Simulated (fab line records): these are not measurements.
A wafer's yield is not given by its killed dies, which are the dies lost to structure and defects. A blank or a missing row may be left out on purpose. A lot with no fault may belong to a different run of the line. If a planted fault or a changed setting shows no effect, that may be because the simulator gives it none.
fab line records | flow sky130
record: lots: 5 wafers: 15 last-day: 50
route steps=708 shown VT_ADJUST_HVTP@94 VT_ADJUST_LVTN@97 VT_ADJUST_NCORE@119
lots untouched by any fault: they come from a run of this same line in which no faults occurred
start-h: hours from the record's first day to the start of the lot's first wafer shown | wait-h: hours from the lot's prior step to this one | " as in the row above | L1.1+2: one row covering several wafers at once | - no value, or no start was given | * or withheld: withheld | < > ~ a bound
route shown NAME@n: a module of which the file shows steps, and the number in the route of the first | usual: mean and standard deviation over wafers with no fault | same: alike in all rows | chamber/n: place in a boat | sites: each site's reading | _std_site: how widely they spread, as a standard deviation | _edge_site: mean of outer sites minus mean of inner sites | radius-mm: for every site, how far away it sits from the centre of the wafer | mask NAME#n: copy n | behind: the most recent tool/chamber to have shaped the wafer | hold: cause of the lot's hold/its duration in hours/its outcome | device: names the non-switching transistor (n, p or np) | end of line: the route-end tests of the same wafers | a step with no rows: only its recipe | killed: dies that structure and defects cost at the first sort, which is not the same as the wafer's yield | map: per-die view of a wafer (x killed, . not killed, _ where there is no die)
set.NAME: the run value of the setting; set.NAME@STEP: its run value at that earlier step | model.NAME: the simulator's own value behind a step, which no gauge read
lots at some steps of the route; a table a step, a row a wafer
services: a tool's chamber out of use, with start hour (start-h, from the record's first day; less than 0 if before it), hours out, and reason
== steps ==
step: SKY_VT_ADJUST_HVTP_IMPLANT_09
recipe: species: As energy-kev: 150 dose-cm2: 4.3e+12 tilt-deg: withheld
step: SKY_VT_ADJUST_HVTP_STRIP_10
recipe: chemistry: O2/N2 power-w: 1400 pressure-mtorr: 1500 platen-temp-c: withheld o2-flow-sccm: 3000 n2-flow-sccm: 300 overash-fraction: 0.5
usual: drypump-motor-current-A: 5.5/0.53 oes-product-au: 0.716/0.0044 strip-time-to-endpoint-s: 14.18/0.043
columns lot.wafer tool chamber start-h wait-h drypump-motor-current-A oes-product-au rf-hours-counter-h strip-time-to-endpoint-s
L354.1 plasma-asher-03 0 142.67 0.1 5.0 0.705 32 14.19
L354.2 " 1 " " 5.8 0.713 32 14.20
L354.5 " 1 " " 5.8 0.716 - 14.25
L355.2 plasma-asher-04 0 153.18 0.1 5.2 0.716 3 14.17
L355.3 " 0 " " 5.1 0.722 - 14.15
L355.4 " 1 " " 5.1 0.719 - 14.12
L364.3 plasma-asher-04 1 215.86 0.1 5.1 0.705 - 14.15
L364.4 " 0 " " 5.1 0.717 - 14.16
L364.6 " 0 " " 5.1 0.714 - 14.20
L366.2 plasma-asher-02 1 228.62 0.1 6.3 0.719 54 14.27
L366.4 " 1 " " 6.3 0.710 - 14.28
L366.6 " 1 " " 6.3 0.716 - 14.26
L372.1 plasma-asher-03 1 259.58 0.1 5.8 0.714 44 14.12
L372.4 " 0 " " 5.0 0.716 - 14.12
L372.6 " 1 " " 5.8 0.715 - 14.12
step: SKY_VT_ADJUST_HVTP_TW_MEAS_11
usual: VT_ADJUST_HVTP_TW: 1366/7.7
columns lot.wafer tool chamber start-h wait-h VT_ADJUST_HVTP_TW
L354.1 film-metro-04 - 142.77 0.1 1367
L354.2 " - " " 1359
L354.5 " - " " 1370
L355.2 film-metro-04 - 153.29 0.1 1381
L355.3 " - " " 1378
L355.4 " - " " 1371
L364.3 film-metro-04 - 215.95 0.1 1364
L364.4 " - " " 1362
L364.6 " - " " 1367
L366.2 film-metro-02 - 228.73 0.1 1365
L366.4 " - " " 1364
L366.6 " - " " 1357
L372.1 film-metro-02 - 259.68 0.1 1376
L372.4 " - " " 1378
L372.6 " - " " 1366
step: SKY_VT_ADJUST_LVTN_DEHYDRATE_00
recipe: temp-c: 200 time-s: 60
step: SKY_VT_ADJUST_LVTN_HMDS_01
recipe: prime-time-s: 60 prime-temp-c: 120
step: SKY_VT_ADJUST_LVTN_COAT_02
recipe: spin-rpm: 2000 resist-thk-nm: 3000
step: SKY_VT_ADJUST_LVTN_SOFTBAKE_03
recipe: temp-c: 110 time-s: withheld
step: SKY_VT_ADJUST_LVTN_EXPOSE_04
recipe: mask-id: NWM_COMPLEMENT_LESS_NATIVE na: 0.6 source-shape: conventional sigma-outer: 0.6 polarization: unpolarized target-cd-nm: 840 dose-mj: 194
step: SKY_VT_ADJUST_LVTN_PEB_05
recipe: temp-c: 115 time-s: withheld
step: SKY_VT_ADJUST_LVTN_DEVELOP_06
recipe: wall-angle-deg: 90 developer: TMAH develop-time-s: 60 dev-temp-c: 23
step: SKY_VT_ADJUST_LVTN_OVL_MEAS_07
usual: VT_ADJUST_LVTN_OVL: -0.5/1.4
columns lot.wafer tool chamber start-h wait-h VT_ADJUST_LVTN_OVL[nm]
L354.1 overlay-01 - 161.99 - 0.4
L354.2 " - " " -0.3
L354.5 " - " " -1.9
L355.2 overlay-01 - 173.85 - -0.3
L355.3 " - " " -0.2
L355.4 " - " " -0.5
L364.3 overlay-01 - 238.30 - 1.4
L364.4 " - " " -0.1
L364.6 " - " " 0.6
L366.2 overlay-01 - 251.89 - 0.0
L366.4 " - " " -1.3
L366.6 " - " " -0.3
L372.1 overlay-01 - 284.49 - -1.8
L372.4 " - " " -2.6
L372.6 " - " " -1.1
step: SKY_VT_ADJUST_LVTN_IMPLANT_08
recipe: species: B energy-kev: 30 dose-cm2: 1.57e+12 tilt-deg: withheld
step: SKY_VT_ADJUST_LVTN_STRIP_09
recipe: chemistry: O2/N2 power-w: 1400 pressure-mtorr: 1500 platen-temp-c: withheld o2-flow-sccm: 3000 n2-flow-sccm: 300 overash-fraction: 0.5
usual: drypump-motor-current-A: 5.8/0.56 oes-product-au: 0.722/0.0049 strip-time-to-endpoint-s: 37.02/0.091
columns lot.wafer tool chamber start-h wait-h drypump-motor-current-A oes-product-au rf-hours-counter-h strip-time-to-endpoint-s model.coat_of_VT_ADJUST_LVTN_COAT_02.thk-nm
L354.1 plasma-asher-02 1 162.17 0.1 6.3 0.727 48 36.82 0
L354.2 " 0 " " 6.4 0.720 48 36.87 0
L354.5 " 0 " " 6.4 0.732 - 36.87 0
L355.2 plasma-asher-01 0 174.03 0.1 6.1 0.955 47 - 796
L355.3 " 0 " " 6.1 0.961 - - 798.2
L355.4 " 1 " " 5.4 0.961 - - 795.2
L364.3 plasma-asher-01 1 238.51 0.1 5.4 0.716 - 37.01 0
L364.4 " 0 " " 6.1 0.726 - 37.05 0
L364.6 " 1 " " 5.4 0.722 - 36.97 0
L366.2 plasma-asher-01 1 252.07 0.1 5.4 0.720 53 37.05 0
L366.4 " 1 " " 5.4 0.722 - 36.90 0
L366.6 " 1 " " 5.4 0.713 - 37.01 0
L372.1 plasma-asher-02 0 284.77 0.2 6.4 0.719 61 36.80 0
L372.4 " 0 " " 6.4 0.724 - 36.90 0
L372.6 " 0 " " 6.4 0.720 - 36.91 0
step: SKY_VT_ADJUST_LVTN_TW_MEAS_10
usual: VT_ADJUST_LVTN_TW: 242.3/1.8
columns lot.wafer tool chamber start-h wait-h VT_ADJUST_LVTN_TW
L354.1 film-metro-01 - 162.27 0.1 243.1
L354.2 " - " " 244.7
L354.5 " - " " 243.7
L355.2 film-metro-02 - 174.14 0.1 240.9
L355.3 " - " " 241.1
L355.4 " - " " 241.4
L364.3 film-metro-01 - 238.59 0.1 244.2
L364.4 " - " " 244.1
L364.6 " - " " 241.8
L366.2 film-metro-01 - 252.18 0.1 245.8
L366.4 " - " " 244.0
L366.6 " - " " 245.1
L372.1 film-metro-01 - 284.87 0.1 242.5
L372.4 " - " " 243.5
L372.6 " - " " 242.7
step: SKY_VT_ADJUST_LVTN_DEHYDRATE_11
recipe: temp-c: 200 time-s: 60
step: SKY_VT_ADJUST_LVTN_HMDS_12
recipe: prime-time-s: 60 prime-temp-c: 120
step: SKY_VT_ADJUST_LVTN_COAT_13
recipe: resist: NOVOLAK spin-rpm: 3000 resist-thk-nm: 1140
step: SKY_VT_ADJUST_LVTN_SOFTBAKE_14
recipe: temp-c: 90 time-s: 60 resist: NOVOLAK
step: SKY_VT_ADJUST_LVTN_EXPOSE_15
recipe: mask-id: HVN_STD_DERIVED na: 0.6 source-shape: conventional sigma-outer: 0.6 polarization: unpolarized target-cd-nm: 600 dose-mj: 163
step: SKY_VT_ADJUST_LVTN_PEB_16
recipe: temp-c: withheld time-s: * resist: NOVOLAK
step: SKY_VT_ADJUST_LVTN_DEVELOP_17
recipe: resist: NOVOLAK developer: TMAH develop-time-s: 60 dev-temp-c: 23
step: SKY_VT_ADJUST_LVTN_OVL_MEAS_18
usual: VT_ADJUST_LVTN_01_OVL: -0.3/1.2
columns lot.wafer tool chamber start-h wait-h VT_ADJUST_LVTN_01_OVL[nm]
L354.1 overlay-02 - 183.12 0.1 -1.3
L354.2 " - " " 0.1
L354.5 " - " " -2.6
L355.2 overlay-01 - 195.05 0.1 0.9
L355.3 " - " " -0.6
L355.4 " - " " 2.4
L364.3 overlay-02 - 262.15 0.1 0.6
L364.4 " - " " 0.6
L364.6 " - " " 0.2
L366.2 overlay-02 - 276.85 0.1 -0.3
L366.4 " - " " 0.6
L366.6 " - " " -0.5
L372.1 overlay-01 - 310.75 0.1 0.0
L372.4 " - " " -1.1
L372.6 " - " " -1.5
step: SKY_VT_ADJUST_LVTN_IMPLANT_19
recipe: species: B energy-kev: 30 dose-cm2: 6.5e+11 tilt-deg: withheld
step: SKY_VT_ADJUST_LVTN_STRIP_20
recipe: chemistry: O2/N2 power-w: 1400 pressure-mtorr: 1500 platen-temp-c: withheld o2-flow-sccm: 3000 n2-flow-sccm: 300 overash-fraction: 0.5
usual: drypump-motor-current-A: 5.9/0.54 oes-product-au: 0.716/0.0048 strip-time-to-endpoint-s: 14.18/0.042
columns lot.wafer tool chamber start-h wait-h drypump-motor-current-A oes-product-au rf-hours-counter-h strip-time-to-endpoint-s
L354.1 plasma-asher-01 1 183.31 0.1 5.4 0.719 48 14.26
L354.2 " 0 " " 6.1 0.708 48 14.21
L354.5 " 1 " " 5.4 0.714 - 14.20
L355.2 plasma-asher-04 0 195.23 0.1 5.1 0.725 7 26.16
L355.3 " 0 " " 5.1 0.721 - 26.19
L355.4 " 1 " " 5.1 0.715 - 26.19
L364.3 plasma-asher-04 1 262.36 0.1 5.1 0.716 - 14.21
L364.4 " 0 " " 5.1 0.717 - 14.20
L364.6 " 0 " " 5.2 0.714 - 14.22
L366.2 plasma-asher-04 1 277.03 0.1 5.1 0.709 16 14.22
L366.4 " 1 " " 5.1 0.718 - 14.19
L366.6 " 0 " " 5.1 0.714 - 14.17
L372.1 plasma-asher-02 1 310.93 0.1 6.3 0.712 64 14.20
L372.4 " 0 " " 6.4 0.721 - 14.17
L372.6 " 1 " " 6.3 0.709 - 14.16
step: SKY_VT_ADJUST_LVTN_TW_MEAS_21
usual: VT_ADJUST_LVTN_2_TW: 189.3/1.3
columns lot.wafer tool chamber start-h wait-h VT_ADJUST_LVTN_2_TW
L354.1 film-metro-03 - 183.41 0.1 186.5
L354.2 " - " " 186.1
L354.5 " - " " 186.5
L355.2 film-metro-01 - 195.34 0.1 30.4
L355.3 " - " " 30.4
L355.4 " - " " 30.3
L364.3 film-metro-01 - 262.44 0.1 190.6
L364.4 " - " " 191.0
L364.6 " - " " 190.1
L366.2 film-metro-03 - 277.14 0.1 187.9
L366.4 " - " " 188.3
L366.6 " - " " 186.9
L372.1 film-metro-02 - 311.03 0.1 190.5
L372.4 " - " " 189.7
L372.6 " - " " 190.1
step: SKY_VT_ADJUST_NCORE_DEHYDRATE_00
recipe: temp-c: 200 time-s: 60
== services ==
columns tool chamber start-h hours kind
plasma-asher-03 - 162.50 0.8 repair
plasma-asher-01 - 180.68 1.0 repair
plasma-asher-01 - 190.72 5.4 repair
plasma-asher-01 - 193.62 7.4 repair
plasma-asher-03 - 229.82 0.3 repair
plasma-asher-01 - 239.41 1.6 repair
plasma-asher-03 - 252.71 2.8 pm
plasma-asher-01 - 267.53 15.6 pm
plasma-asher-04 - 277.87 0.9 repair
plasma-asher-04 - 278.74 14.6 pm
plasma-asher-01 - 283.13 2.8 pm
== key ==
first-sign: step: SKY_VT_ADJUST_LVTN_STRIP_09 reading: oes-product-au direction: up sigmas: 48 usual: 0.722 struck: 0.959
effect: step: SKY_VT_ADJUST_LVTN_STRIP_20 reading: strip-time-to-endpoint-s direction: up sigmas: 99+ usual: * struck: *
effect: step: SKY_VT_ADJUST_LVTN_TW_MEAS_21 reading: VT_ADJUST_LVTN_2_TW direction: down sigmas: 99+ usual: 189.3 struck: 30.4
model-effect: step: SKY_VT_ADJUST_LVTN_STRIP_09 value: coat_of_VT_ADJUST_LVTN_COAT_02.thk-nm without: 0 struck: 796.5
met-at SKY_VT_ADJUST_LVTN_STRIP_09
struck-wafers L355.2,L355.3,L355.4
sort-left-out L355.2,L355.3,L355.4
tester-left-out L355
fault: kind: strip-aborted tool: plasma-asher-01 chamber: - onset-h: 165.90 steps: SKY_VT_ADJUST_LVTN_STRIP_09 offset: 0.546 end-h: 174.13
tester-left-out: of these lots the tester's yield and bins aren't shown, on N5 and GAA mostly nor the transistor test; their killed dies are dies lost to structure and defects alone, not to doping, threshold or leakage, so they don't give the yield
sort-left-out: the simulated sort isn't trusted on such a fault, so these wafers' sort isn't shown, and their yield isn't known
